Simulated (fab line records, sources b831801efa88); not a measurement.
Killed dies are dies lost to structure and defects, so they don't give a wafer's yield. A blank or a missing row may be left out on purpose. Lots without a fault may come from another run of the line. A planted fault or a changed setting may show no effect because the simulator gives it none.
A struck lot beside a sound one | flow gf180mcu | 43 steps out of a route of 602
Sound: wafers L611.2, L611.5, L611.6. Struck: wafers L612.1, L612.2, L612.5. The cause comes at the end.
At each step with rows: each side's tool, then ch and its chambers, then its first start. Under that, the readings that differ: sound wafers | struck wafers | difference of the means | sigmas: that difference in standard deviations of wafers without a fault.
alike: readings whose means differ by less than 2 such deviations, and words and numbers that are the same on both sides. not compared: withheld readings, readings that some wafer has no value for, bounds like >300 that may hide the same value, and numbers for which the record gives no deviation and whose values overlap.
The two part at a step that has a row with sigmas, a row that says differs or no value, or rows on one side only. Numbers that don't overlap but have no deviation are shown without sigmas and don't part them. A reading that every wafer of one side lacks parts them only if that side has two wafers or more.

GF_STI_THK_MEAS_04:
  sound on film_metro-04, day 3 01:13; struck on film_metro-03, day 3 05:34
  alike: STI_CVD_03_THK
then, 7 steps without rows for these wafers: GF_STI_DEHYDRATE_05 (time 60 s); GF_STI_HMDS_06 (prime time 60 s); GF_STI_COAT_07 (resist thk 700 nm); GF_STI_SOFTBAKE_08 (time 60 s); GF_STI_EXPOSE_09 (exposes mask COMP, target cd 220 nm); GF_STI_PEB_10 (peb time 90 s); GF_STI_DEVELOP_11 (develop time 60 s).
GF_STI_CD_MEAS_12: target cd 220 nm.
  sound on cd_sem-02, day 3 12:53; struck on cd_sem-02, day 3 17:25
  alike: cd_nm
GF_STI_ETCH_13: etches the open film in CHF3/O2, stops on Si, target depth 282.31 nm, time 112.9 s.
  sound on rie_diel-03 ch 1,2,3, day 3 12:59; struck on rie_diel-01 ch 2,3, day 3 17:32
  alike: drypump_motor_current_A, oes_product_au, throttle_valve_pct
  not compared: rf_hours_counter_h
GF_STI_ETCH_14: etches Si in HBr/Cl2/O2, target depth 360 nm, time 102.9 s.
  sound on rie_si-02 ch 0,2,3, day 3 13:04; struck on rie_si-01 ch 1,2, day 3 17:37
  alike: drypump_motor_current_A, oes_product_au, throttle_valve_pct
  not compared: rf_hours_counter_h
GF_STI_STRIP_15: strips in O2/N2.
  sound on plasma_asher-04 ch 0,1, day 3 13:09; struck on plasma_asher-02 ch 0,1, day 3 17:41
  alike: drypump_motor_current_A, heater_power_w, oes_product_au, strip_time_to_endpoint_s
  not compared: rf_hours_counter_h
GF_STI_CLEAN_16: cleans in dHF, time 25 s.
  sound on wet_bench-02 ch 3, day 3 13:15; struck on wet_bench-01 ch 0, day 3 17:47
then, 5 steps without rows for these wafers: GF_STI_WET_ETCH_17 (etches Si3N4 in H3PO4, target depth 45 nm, time 514 s); GF_STI_CLEAN_18 (cleans in SC1/SC2, time 150 s); GF_STI_CLEAN_19 (cleans in dHF, time 20 s); GF_STI_WET_ETCH_20 (etches SiO2 in dHF, target depth 20 nm, time 400 s); GF_STI_OXIDATION_21 (stabilise 600 s, purge 300 s, target thk 15 nm).
GF_STI_THK_MEAS_22:
  sound on film_metro-03, day 3 15:08; struck on film_metro-03, day 3 19:38
  alike: STI_OXIDATION_01_THK
then, 1 step without rows for these wafers: GF_STI_CVD_23 (deposits SiO2, target thk 650 nm, time 108.3 s).
GF_STI_THK_MEAS_24:
  sound on film_metro-04, day 3 15:20; struck on film_metro-04, day 3 19:47
  alike: STI_CVD_23_THK
GF_STI_CMP_25: polishes, stops on Si3N4, t overpolish 33 s, target thk 524.6 nm.
  sound on cmp-02 ch 0,3, day 3 15:26; struck on cmp-01 ch 0,3, day 3 19:50
  alike: motor_current_A, overpolish_run_s, time_to_endpoint_s
then, 4 steps without rows for these wafers: GF_STI_WET_ETCH_26 (etches SiO2 in dHF, target depth 94 nm, time 188 s); GF_STI_WET_ETCH_27 (etches Si3N4 in H3PO4, target depth 160 nm, time 1825 s); GF_STI_WET_ETCH_28 (etches SiO2 in dHF, target depth 20 nm, time 40 s); GF_STI_OXIDATION_29 (stabilise 600 s, purge 300 s, target thk 10 nm).
GF_STI_THK_MEAS_30:
  sound on film_metro-04, day 3 17:41; struck on film_metro-01, day 3 22:08
  alike: STI_OXIDATION_02_THK
then, 8 steps without rows for these wafers: GF_DNWELL_DEHYDRATE_00 (time 60 s); GF_DNWELL_HMDS_01 (prime time 60 s); GF_DNWELL_COAT_02 (resist thk 3000 nm); GF_DNWELL_SOFTBAKE_03; GF_DNWELL_EXPOSE_04 (exposes mask DNWELL, target cd 1700 nm); GF_DNWELL_PEB_05; GF_DNWELL_DEVELOP_06 (develop time 60 s); GF_DNWELL_IMPLANT_07.
GF_DNWELL_STRIP_08: strips in O2/N2.
  sound on plasma_asher-04 ch 0,1, day 4 07:28; struck on plasma_asher-04 ch 0,1, day 4 12:04
  alike: drypump_motor_current_A, heater_power_w, oes_product_au, strip_time_to_endpoint_s
  not compared: rf_hours_counter_h
GF_DNWELL_TW_MEAS_09:
  sound on film_metro-02, day 4 07:35; struck on film_metro-02, day 4 12:10
  alike: DNWELL_TW
then, 5 steps without rows for these wafers: GF_NWELL_DEHYDRATE_00 (time 60 s); GF_NWELL_HMDS_01 (prime time 60 s); GF_NWELL_COAT_02 (resist thk 2976 nm); GF_NWELL_SOFTBAKE_03; GF_NWELL_EXPOSE_04 (exposes mask Nwell, target cd 860 nm).
-- the record jumps here: 27 days lie between the struck wafers' starts before and after (it left off in module NWELL and takes up again in module PASSIVATION, whose first step shown is number 602 of the route) --
GF_PASSIVATION_PROBE_99:
  the record has rows for the struck wafers here (prober-02, day 31 11:55) and none for the sound ones

WHERE THEY PART
Only at GF_PASSIVATION_PROBE_99, within this record.

WHY: what the simulator had put in
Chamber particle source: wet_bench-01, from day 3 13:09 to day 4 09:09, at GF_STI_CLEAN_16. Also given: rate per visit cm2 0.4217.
